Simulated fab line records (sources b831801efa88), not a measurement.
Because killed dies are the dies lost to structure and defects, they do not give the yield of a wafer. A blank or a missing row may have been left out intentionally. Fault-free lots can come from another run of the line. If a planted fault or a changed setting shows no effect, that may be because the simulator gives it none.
fab line records | flow sky130
record: lots: 10 wafers: 30 last-day: 50
route steps=708 shown LOCAL_INTERCONNECT@400 CONTACT@407 PAD_OPEN@708
lots that met no fault: from a run of the same line without faults
start-h: hours from the record's opening day to when the first of the lot's shown wafers began | wait-h: how many hours have passed since the lot's step before this one | " the same as in the row above | L1.1+2: several wafers, shown together as one row | - value missing, or start not given | * or withheld: withheld | < > ~ a bound
route shown NAME@n: names a module that has steps shown in the file, with the first one's number in the route | usual: the fault-free wafers' mean and standard deviation | same: alike in all rows | chamber/n: place in a boat | sites: each site's reading | _std_site: the values' standard deviation | _edge_site: the outer-site mean with the inner-site mean subtracted | radius-mm: how far each site lies from the wafer's centre | mask NAME#n: copy n | behind: tool/chamber where the wafer was last shaped | hold: the reason the lot was held/the length of the hold in hours/how it ended | device: the n, p or np transistor that did not switch | end of line: the route-end tests of the same wafers | a step without rows: its recipe alone | killed: dies that structure and defects cost at the first sort, which is not the same as the wafer's yield | map: dies across one wafer; x = killed, . = not, _ = none there
set.NAME: setting as actually run; set.NAME@STEP: the setting as run at that earlier step | model.NAME: the simulator's own value behind a step, which no gauge read
one table for each step of the route and one row for each wafer, over a sample of lots
services: when a tool's chamber went out of use (start-h, in hours from the record's first day, below 0 if earlier), for how many hours, and the reason
== steps ==
step: SKY_LOCAL_INTERCONNECT_ETCH_13
recipe: chemistry: N2/H2 target: BARC ion-energy-ev: 200 bias-w: 100 pressure-mtorr: 30 n2-flow-sccm: 100 h2-flow-sccm: 200 icp-w: 500 stop-on: SiO2 time-s: 45.9 target-depth-a: 600
usual: drypump-motor-current-A: 5.8/0.71 oes-product-au: 0.856/0.0045 throttle-valve-pct: 13.225/0.0089
columns lot.wafer tool chamber start-h wait-h drypump-motor-current-A oes-product-au rf-hours-counter-h throttle-valve-pct
L244.2 rie-metal-02 0 712.47 0.0 4.7 0.856 8 13.228
L244.3 " 0 " " 4.7 0.847 - 13.225
L244.4 " 1 " " 6.5 0.847 - 13.230
L246.1 rie-metal-02 1 729.72 0.0 6.5 0.856 3 13.239
L246.2 " 0 " " 4.7 0.850 9 13.234
L246.6 " 1 " " 6.5 0.862 - 13.236
L252.2 rie-metal-01 0 792.04 0.0 6.5 0.854 5 13.226
L252.3 " 0 " " 6.4 0.858 - 13.221
L252.6 " 0 " " 6.5 0.862 - 13.233
L255.1 rie-metal-04 1 811.41 0.0 6.0 0.855 15 13.225
L255.4 " 1 " " 6.0 0.859 - 13.217
L255.5 " 1 " " 6.0 0.847 - 13.223
L256.1 rie-metal-01 0 820.04 0.0 6.4 0.849 6 13.196
L256.4 " 0 " " 6.4 0.851 - 13.225
L256.6 " 0 " " 6.4 0.858 - 13.217
L258.1 rie-metal-02 0 832.84 0.0 4.7 0.854 13 13.220
L258.2 " 1 " " 6.5 0.860 6 13.215
L258.3 " 0 " " 4.7 0.860 - 13.218
L261.2 rie-metal-01 0 854.24 0.0 6.5 0.849 7 13.237
L261.4 " 1 " " 5.8 0.850 - 13.226
L261.6 " 1 " " 5.8 0.854 - 13.237
L262.4 rie-metal-04 0 860.91 0.0 5.1 0.855 - 13.229
L262.5 " 1 " " 6.0 0.855 - 13.227
L262.6 " 0 " " 5.1 0.856 - 13.235
L266.2 rie-metal-01 0 886.81 0.0 6.5 0.859 - 13.217
L266.3 " 0 " " 6.4 0.859 - 13.214
L266.4 " 0 " " 6.5 0.859 - 13.219
L267.1 rie-metal-02 0 891.21 0.0 4.7 0.863 15 13.233
L267.2 " 1 " " 6.5 0.851 8 13.229
L267.6 " 1 " " 6.5 0.847 - 13.212
step: SKY_CONTACT_THK_MEAS_01
recipe: reads: Si3N4_of_CONTACT_CVD_00
usual: CONTACT_CVD_00_THK: 75.0/0.91
columns lot.wafer tool chamber start-h wait-h CONTACT_CVD_00_THK[nm]
L244.2 film-metro-03 - 713.26 - 75.4
L244.3 " - " " 74.9
L244.4 " - " " 75.3
L246.1 film-metro-03 - 730.46 - 73.0
L246.2 " - " " 74.0
L246.6 " - " " 74.1
L252.2 film-metro-01 - 792.80 - 73.9
L252.3 " - " " 73.9
L252.6 " - " " 76.0
L255.1 film-metro-03 - 812.21 - 75.0
L255.4 " - " " 77.3
L255.5 " - " " 75.9
L256.1 film-metro-04 - 820.82 - 75.1
L256.4 " - " " 76.5
L256.6 " - " " 76.0
L258.1 film-metro-03 - 833.58 - 74.3
L258.2 " - " " 74.4
L258.3 " - " " 73.8
L261.2 film-metro-03 - 854.99 - 74.0
L261.4 " - " " 75.0
L261.6 " - " " 76.4
L262.4 film-metro-01 - 861.67 - 75.4
L262.5 " - " " 74.4
L262.6 " - " " 76.1
L266.2 film-metro-04 - 887.65 - 74.5
L266.3 " - " " 74.1
L266.4 " - " " 75.1
L267.1 film-metro-03 - 891.95 - 74.4
L267.2 " - " " 74.9
L267.6 " - " " 75.8
step: SKY_CONTACT_CMP_04
recipe: material: SiO2 down-force-psi: 4 platen-rpm: 60 pad-velocity-m-s: 0.94248
usual: motor-current-A: 11.6/1.5 slurry-flow-ml-min: 149.9/0.46 time-to-endpoint-s: 82/3.1
columns lot.wafer tool chamber start-h wait-h motor-current-A slurry-flow-ml-min time-to-endpoint-s
L244.3 cmp-01 1 713.49 0.1 9.5 149.2 82
L244.4 " 2 " " 14.5 149.7 82
L244.2 " 3 " " 10.1 150.6 84
L246.1 cmp-01 0 730.82 0.2 12.2 150.5 81
L246.2 " 2 " " 14.0 150.1 86
L246.6 " 3 " " 10.5 150.1 84
L252.2 cmp-02 3 793.15 0.2 12.1 149.5 79
L252.3 " 2 " " 9.9 149.8 79
L252.6 " 0 " " 12.2 149.2 81
L255.1 cmp-02 1 812.45 0.1 11.0 149.3 79
L255.4 " 2 " " 10.6 149.2 80
L255.5 " 1 " " 11.4 149.8 83
L256.1 cmp-01 3 821.01 0.1 10.4 150.1 79
L256.4 " 0 " " 12.4 149.7 78
L256.6 " 0 " " 12.8 150.2 76
L258.1 cmp-01 3 833.77 0.1 10.7 150.1 76
L258.2 " 1 " " 9.9 151.1 78
L258.3 " 2 " " 13.8 149.9 76
L261.4 cmp-01 2 855.17 0.0 15.8 150.2 82
L261.2 " 1 " " 9.8 150.4 85
L261.6 " 2 " " 14.4 149.8 82
L262.4 cmp-02 3 861.83 0.0 11.8 150.9 88
L262.6 " 3 " " 12.8 150.0 85
L262.5 " 0 " " 12.4 149.3 89
L266.2 cmp-01 0 887.83 0.0 12.4 149.8 81
L266.3 " 1 " " 9.7 149.5 80
L266.4 " 3 " " 10.4 150.8 82
L267.1 cmp-01 1 892.26 0.2 9.5 149.2 83
L267.2 " 2 " " 14.5 150.5 79
L267.6 " 1 " " 9.8 149.8 81
step: SKY_CONTACT_CVD_24
recipe: material: W target-thk-nm: 340 time-s: 102.12 temp-c: 400 pressure-torr: 40
usual: heater-power-w: 883/69 susceptor-temp-C: 400.02/0.23
columns lot.wafer tool chamber start-h wait-h heater-power-w susceptor-temp-C
L244.2 cvd-w-02 1 743.48 0.0 858 400.17
L244.3 " 0 " " 772 400.04
L244.4 " 1 " " 879 399.72
L246.1 cvd-w-02 1 759.60 0.0 889 400.00
L246.2 " 0 " " 745 399.55
L246.6 " 1 " " 874 399.90
L252.2 cvd-w-02 0 820.71 0.0 772 400.14
L252.3 " 1 " " 894 400.30
L252.6 " 0 " " 757 400.07
L255.1 cvd-w-02 1 839.41 0.0 874 399.91
L255.4 " 1 " " 886 400.08
L255.5 " 0 " " 776 399.89
L256.1 cvd-w-01 0 848.18 0.0 945 400.15
L256.4 " 1 " " 909 400.08
L256.6 " 1 " " 904 400.04
L258.1 cvd-w-01 1 860.81 0.0 904 399.88
L258.2 " 0 " " 969 399.91
L258.3 " 0 " " 963 400.09
L261.2 cvd-w-01 0 883.05 0.0 937 400.54
L261.4 " 1 " " 897 400.28
L261.6 " 0 " " 945 400.21
L262.4 cvd-w-01 0 888.96 0.1 953 399.70
L262.5 " 0 " " 966 399.84
L262.6 " 1 " " 916 399.85
L266.2 cvd-w-02 0 914.10 0.0 768 400.35
L266.3 " 1 " " 853 400.14
L266.4 " 0 " " 783 400.14
L267.1 cvd-w-02 0 919.31 0.0 775 399.85
L267.2 " 1 " " 881 400.25
L267.6 " 1 " " 890 400.45
step: SKY_CONTACT_RS_MEAS_25
recipe: thk-meas-gauge: four-point-probe reads: W_of_CONTACT_CVD_24+TiN_of_CONTACT_SPUTTER_23
usual: CONTACT_W_RS: 0.337/0.0033
columns lot.wafer tool chamber start-h wait-h hold CONTACT_W_RS[ohm/sq]
L244.2 film-metro-04 - 743.62 0.1 - 0.338
L244.3 " - " " - 0.338
L244.4 " - " " - 0.335
L246.1 film-metro-04 - 759.71 0.1 - 0.344
L246.2 " - " " - 0.339
L246.6 " - " " - 0.341
L252.2 film-metro-01 - 820.84 0.1 - 0.336
L252.3 " - " " - 0.337
L252.6 " - " " - 0.335
L255.1 film-metro-03 - 839.52 0.1 await-dispo/0.2h/release 0.334
L255.4 " - " " await-dispo/0.2h/release 0.444
L255.5 " - " " await-dispo/0.2h/release 0.339
L255.1 film-metro-03 - 839.81 0.3 - 0.336
L255.4 " - " " - 0.444
L255.5 " - " " - 0.339
L256.1 film-metro-04 - 848.29 0.1 - 0.342
L256.4 " - " " - 0.339
L256.6 " - " " - 0.336
L258.1 film-metro-03 - 860.92 0.1 - 0.338
L258.2 " - " " - 0.334
L258.3 " - " " - 0.336
L261.2 film-metro-04 - 883.18 0.1 - 0.337
L261.4 " - " " - 0.337
L261.6 " - " " - 0.334
L262.4 film-metro-01 - 889.09 0.1 - 0.336
L262.5 " - " " - 0.333
L262.6 " - " " - 0.340
L266.2 film-metro-03 - 914.23 0.1 - 0.339
L266.3 " - " " - 0.343
L266.4 " - " " - 0.344
L267.1 film-metro-01 - 919.42 0.1 - 0.333
L267.2 " - " " - 0.334
L267.6 " - " " - 0.336
step: SKY_CONTACT_THK_MEAS_26
recipe: thk-meas-gauge: xrf reads: W_of_CONTACT_CVD_24
usual: CONTACT_W_THK: 337/5.2
columns lot.wafer tool chamber start-h wait-h hold CONTACT_W_THK[nm]
L244.2 film-metro-04 - 743.73 0.1 - 334
L244.3 " - " " - 332
L244.4 " - " " - 336
L246.1 film-metro-04 - 759.83 0.1 - 328
L246.2 " - " " - 330
L246.6 " - " " - 331
L252.2 film-metro-01 - 820.95 0.1 - 336
L252.3 " - " " - 335
L252.6 " - " " - 338
L255.1 film-metro-03 - 841.68 1.9 await-dispo/0.2h/release 341
L255.4 " - " " await-dispo/0.2h/release 259
L255.5 " - " " await-dispo/0.2h/release 338
L255.1 film-metro-03 - 841.92 0.2 - 343
L255.4 " - " " - 261
L255.5 " - " " - 338
L256.1 film-metro-04 - 848.41 0.1 - 323
L256.4 " - " " - 326
L256.6 " - " " - 329
L258.1 film-metro-03 - 861.04 0.1 - 340
L258.2 " - " " - 342
L258.3 " - " " - 340
L261.2 film-metro-04 - 883.29 0.1 - 334
L261.4 " - " " - 334
L261.6 " - " " - 338
L262.4 film-metro-01 - 889.18 0.1 - 339
L262.5 " - " " - 340
L262.6 " - " " - 336
L266.2 film-metro-03 - 914.34 0.1 - 339
L266.3 " - " " - 337
L266.4 " - " " - 334
L267.1 film-metro-01 - 919.54 0.1 - 342
L267.2 " - " " - 341
L267.6 " - " " - 338
step: SKY_CONTACT_CMP_27
recipe: stop-on: SiO2 t-overpolish-s: 15 down-force-psi: 3.5 platen-rpm: 60 target-thk-nm: 0 pad-velocity-m-s: 0.94248
usual: motor-current-A: 10.6/1.3 slurry-flow-ml-min: 150.1/0.46 time-to-endpoint-s: 81.4/2.4
columns lot.wafer tool chamber start-h wait-h hold motor-current-A slurry-flow-ml-min time-to-endpoint-s
L244.2 cmp-02 0 743.78 0.0 - 10.9 149.2 81.8
L244.4 " 1 " " - 10.4 149.9 82.2
L244.3 " 2 " " - 9.6 149.6 82.2
L246.1 cmp-02 3 759.94 0.1 - 10.6 150.7 79.9
L246.2 " 1 " " - 10.5 150.5 81.2
L246.6 " 2 " " - 9.0 150.5 80.3
L252.3 cmp-02 0 821.05 0.1 - 11.5 150.1 81.8
L252.2 " 1 " " - 9.8 150.0 83.7
L252.6 " 3 " " - 11.8 149.7 83.7
L255.4 cmp-02 2 844.70 2.7 await-dispo/2.5h/release 9.1 150.3 62.8
L255.1 " 3 " " await-dispo/2.5h/release 12.3 149.5 82.5
L255.5 " 2 " " await-dispo/2.5h/release 9.2 150.5 83.4
L256.1 cmp-02 1 848.52 0.1 - 10.2 149.6 83.0
L256.4 " 3 " " - 11.9 150.3 78.6
L256.6 " 0 " " - 11.1 150.0 82.4
L258.1 cmp-01 3 861.10 0.1 - 9.4 149.5 81.5
L258.3 " 1 " " - 8.8 150.5 82.8
L258.2 " 2 " " - 13.2 150.2 85.4
L261.4 cmp-02 2 883.39 0.1 - 9.3 150.7 85.3
L261.2 " 0 " " - 10.6 150.5 83.8
L261.6 " 2 " " - 9.0 149.8 83.2
L262.4 cmp-01 1 889.21 0.0 - 8.7 149.8 80.1
L262.5 " 1 " " - 9.0 149.9 76.8
L262.6 " 2 " " - 13.3 150.5 77.0
L266.4 cmp-01 1 914.43 0.1 - 9.2 150.4 80.2
L266.2 " 2 " " - 13.3 149.9 83.0
L266.3 " 3 " " - 9.7 149.8 77.5
L267.2 cmp-01 0 919.60 0.0 - 11.3 149.4 80.0
L267.1 " 2 " " - 13.0 149.6 75.5
L267.6 " 1 " " - 8.7 150.2 77.3
step: SKY_PAD_OPEN_PROBE_99
usual: killed_at_M0_to_M3: 43/7.1 killed_at_M4_up: 3.2/1.9 killed-at-contacts: 23/5.1 killed-at-front-end: 15/4.5 killed-at-other: 0.4/0.65 killed-dies: 85/9.4 killed-open: 47/6.8 killed-short: 38/6.1
same: gross-dies: 492 killed-at-back-side: 0
columns lot.wafer tool chamber start-h wait-h killed_at_M0_to_M3 killed_at_M4_up killed-at-contacts killed-at-front-end killed-at-other killed-dies killed-open killed-short
L261.2 prober-01 - 1184.34 0.1 50 5 20 7 1 83 45 37
L261.4 prober-01 - 1184.44 0.2 42 2 23 11 2 80 42 36
L261.6 prober-01 - 1184.54 0.2 58 1 38 12 0 109 56 53
killed by level:class
L261.2 VIA1:geometric-particle:open=11 METAL1:geometric-particle:short=9 LI_CONTACT:geometric-particle:open=7 VIA3:geometric-particle:open=6 VIA1:geometric-particle:short=4 CONTACT:geometric-particle:open=4 VIA2:geometric-particle:open=4 METAL2:geometric-particle:short=4
L261.4 LI_CONTACT:geometric-particle:open=7 VIA1:geometric-particle:open=7 METAL2:geometric-particle:short=7 CONTACT:geometric-particle:open=6 FIELD_ISO:geometric-particle:open=5 METAL1:geometric-particle:open=5 VIA1:geometric-particle:short=4 LI_CONTACT:geometric-particle:short=4
L261.6 CONTACT:geometric-particle:open=16 VIA1:geometric-particle:open=12 METAL2:geometric-particle:short=9 VIA1:geometric-particle:short=9 VIA2:geometric-particle:open=9 LI_CONTACT:geometric-particle:open=8 VIA3:geometric-particle:open=6 CONTACT:geometric-particle:short=6
== services ==
columns tool chamber start-h hours kind
cmp-02 - 689.35 0.3 repair
cmp-02 - 714.43 7.1 pm
rie-metal-04 - 716.59 14.6 pm
cmp-02 - 724.67 7.1 repair
cvd-w-02 - 726.53 1.1 repair
cmp-02 - 731.78 4.5 pm
cmp-01 - 744.16 4.0 pm
cmp-02 - 745.83 0.5 repair
cmp-01 - 748.16 - consumable-replace:conditioner
cmp-01 - 754.12 1.3 repair
cvd-w-01 - 767.74 6.9 pm
cmp-01 - 791.95 5.6 pm
cmp-02 - 803.27 0.6 repair
rie-metal-02 1 814.13 3.0 repair
cmp-01 - 837.06 5.6 repair
cmp-01 - 858.97 2.0 repair
cmp-01 - 864.69 1.7 repair
cvd-w-01 1 871.40 3.7 repair
cmp-02 - 882.07 0.6 repair
rie-metal-02 - 898.00 1.5 repair
cvd-w-01 0 898.67 4.3 repair
cvd-w-01 - 904.00 14.0 pm
cmp-01 - 909.31 0.3 repair
cmp-02 - 912.62 4.0 pm
== key ==
first-sign: step: SKY_CONTACT_RS_MEAS_25 reading: visit direction: added
effect: step: SKY_CONTACT_RS_MEAS_25 reading: CONTACT_W_RS direction: up sigmas: 33 usual: 0.337 struck: 0.444
effect: step: SKY_CONTACT_THK_MEAS_26 reading: visit direction: added
effect: step: SKY_CONTACT_THK_MEAS_26 reading: CONTACT_W_THK direction: down sigmas: 15 usual: 337 struck: 259
effect: step: SKY_CONTACT_CMP_27 reading: time-to-endpoint-s direction: down sigmas: 7.9 usual: * struck: *
met-at SKY_CONTACT_CVD_24
struck-lots L255
struck-wafers L255.4
tester-left-out L255
not-acting-at SKY_LOCAL_INTERCONNECT_ETCH_13,SKY_CONTACT_THK_MEAS_01,SKY_CONTACT_CMP_04
onset-between 820.71 839.41
fault: kind: process-parameter-drift tool: cvd-w-02 chamber: - onset-h: 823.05 steps: SKY_CONTACT_CVD_24 channel: target-thk-nm offset: -83.049 shape: step end-h: 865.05 scope: struck-wafers-only acts-in: these-recipes-only stated: 340
tester-left-out: of these lots the tester's yield and bins aren't shown, on N5 and GAA mostly nor the transistor test; their killed dies are dies lost to structure and defects alone, not to doping, threshold or leakage, so they don't give the yield
